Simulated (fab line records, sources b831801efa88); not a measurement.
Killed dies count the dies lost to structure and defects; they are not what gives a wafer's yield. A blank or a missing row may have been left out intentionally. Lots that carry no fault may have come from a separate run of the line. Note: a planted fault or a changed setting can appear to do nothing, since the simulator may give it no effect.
The tool behind it: which one? ; flow sky130 ; 36 wafers from 12 lots sampled at 3 of the route's 708 steps

WHAT EACH GAUGE READ, for each wafer
SKY_VIA4_BOW_MEAS_03. Usual: for VIA4_BOW the level is 79 um and the standard deviation is 8.6.
lot;measured;on;VIA4_BOW (um);flag
L977;day 41 11:47;film-metro-04;79 70 83;
L979;day 42 12:43;film-metro-04;69 66 80;
L980;day 42 18:38;film-metro-03;78 85 76;
L982;day 43 09:43;film-metro-03;86 76 69;
L983;day 43 15:38;film-metro-03;79 70 64;
L984;day 44 05:55;film-metro-01;76 68 60;
L989;day 45 09:53;film-metro-04;88 99 84;
L991;day 45 17:58;film-metro-01;78 79 75;
L995;day 46 18:31;film-metro-04;74 73 72;
L996;day 47 00:01;film-metro-03;95 95 98;
L997;day 47 02:56;film-metro-01;86 89 74;
L100;day 47 19:33;film-metro-03;86 76 78;

WHICH TOOL RAN EACH LOT (tool, then ch and the chambers of the sampled wafers, then the start)
lot;SKY_VIA3_ETCH_14;SKY_VIA4_CMP_02
L977;rie-diel-02 ch 0,1,3, day 39 07:11;cmp-01 ch 0,1, day 41 11:32
L979;rie-diel-04 ch 1,2, day 40 09:08;cmp-02 ch 0,1,2, day 42 12:25
L980;rie-diel-04 ch 2,3, day 40 15:59;cmp-02 ch 1,2, day 42 18:20
L982;rie-diel-02 ch 1,2,3, day 41 07:05;cmp-01 ch 0,2,3, day 43 09:25
L983;rie-diel-02 ch 0,2,3, day 41 13:50;cmp-02 ch 0,1,3, day 43 15:19
L984;rie-diel-02 ch 1,2, day 42 03:38;cmp-02 ch 0,2,3, day 44 05:39
L989;rie-diel-04 ch 1,2, day 43 10:08;cmp-02 ch 0,1, day 45 09:35
L991;rie-diel-04 ch 1,2,3, day 43 19:02;cmp-01 ch 0,1,2, day 45 17:40
L995;rie-diel-02 ch 0,1,3, day 44 20:35;cmp-01 ch 1,3, day 46 18:13
L996;rie-diel-02 ch 0,2,3, day 45 02:23;cmp-01 ch 0,1,3, day 46 23:43
L997;rie-diel-02 ch 1,2,3, day 45 05:32;cmp-01 ch 1,2,3, day 47 02:38
L100;rie-diel-03 ch 1,3, day 45 23:08;cmp-01 ch 0,2,3, day 47 19:18
- SKY_VIA3_ETCH_14: etches BARC in N2/H2, stops on SiO2, time 45.9 s, target depth 60 nm.
- SKY_VIA4_CMP_02: polishes SiO2.

WHAT THE TOOLS THEMSELVES READ (means of the sampled wafers that have a number; where no wafer has one, the mark that the record gives instead)
SKY_VIA3_ETCH_14. Usual: drypump-motor-current-A 5.8 A, standard deviation 0.34; oes-product-au 0.854 a.u., standard deviation 0.0046; throttle-valve-pct 13.225 %, standard deviation 0.009.
lot;tool;drypump-motor-current-A (A);oes-product-au (a.u.);throttle-valve-pct (%);flag
L977;rie-diel-02;5.8;0.856;13.221;
L979;rie-diel-04;6.5;0.855;13.221;
L980;rie-diel-04;6.0;0.857;13.226;
L982;rie-diel-02;5.7;0.856;13.226;
L983;rie-diel-02;5.7;0.852;13.218;
L984;rie-diel-02;5.7;0.850;13.226;
L989;rie-diel-04;6.6;0.851;13.217;
L991;rie-diel-04;6.2;0.849;13.233;
L995;rie-diel-02;5.8;0.850;13.230;
L996;rie-diel-02;5.7;0.854;13.227;
L997;rie-diel-02;5.8;0.855;13.230;
L100;rie-diel-03;5.6;0.856;13.227;

SKY_VIA4_CMP_02. Usual: motor-current-A 12.1 A, standard deviation 0.82; slurry-filter-dp-kPa 13.49 kPa, standard deviation 0.14.
lot;tool;motor-current-A (A);slurry-filter-dp-kPa (kPa);flag
L977;cmp-01;12.3;13.58;
L979;cmp-02;12.4;13.46;
L980;cmp-02;12.0;13.43;
L982;cmp-01;11.5;13.40;
L983;cmp-02;12.7;13.53;
L984;cmp-02;12.3;13.48;
L989;cmp-02;12.7;13.48;
L991;cmp-01;11.5;13.58;
L995;cmp-01;12.1;13.50;
L996;cmp-01;12.1;13.60;
L997;cmp-01;11.9;13.52;
L100;cmp-01;11.6;13.54;

THE ANSWER, worked out from the rows above alone
Rule: take the mean of a lot's wafers that have a number; if it is more than 3 standard deviations from the usual mean, the lot is off. Also off: a lot with no number at a reading for which 4 or more lots have one. All remaining lots with rows at the step are treated as sound. After the gauges, taken in route order, come the tools' own readings; for these a lot's mean is taken, as printed above. The first step at which some lot is off is used, and at that step the reading that is off furthest; a lot without a number counts as furthest.
None of the lots is off at any reading shown; this tells nothing.

WHAT WAS PUT IN BY THE SIMULATOR
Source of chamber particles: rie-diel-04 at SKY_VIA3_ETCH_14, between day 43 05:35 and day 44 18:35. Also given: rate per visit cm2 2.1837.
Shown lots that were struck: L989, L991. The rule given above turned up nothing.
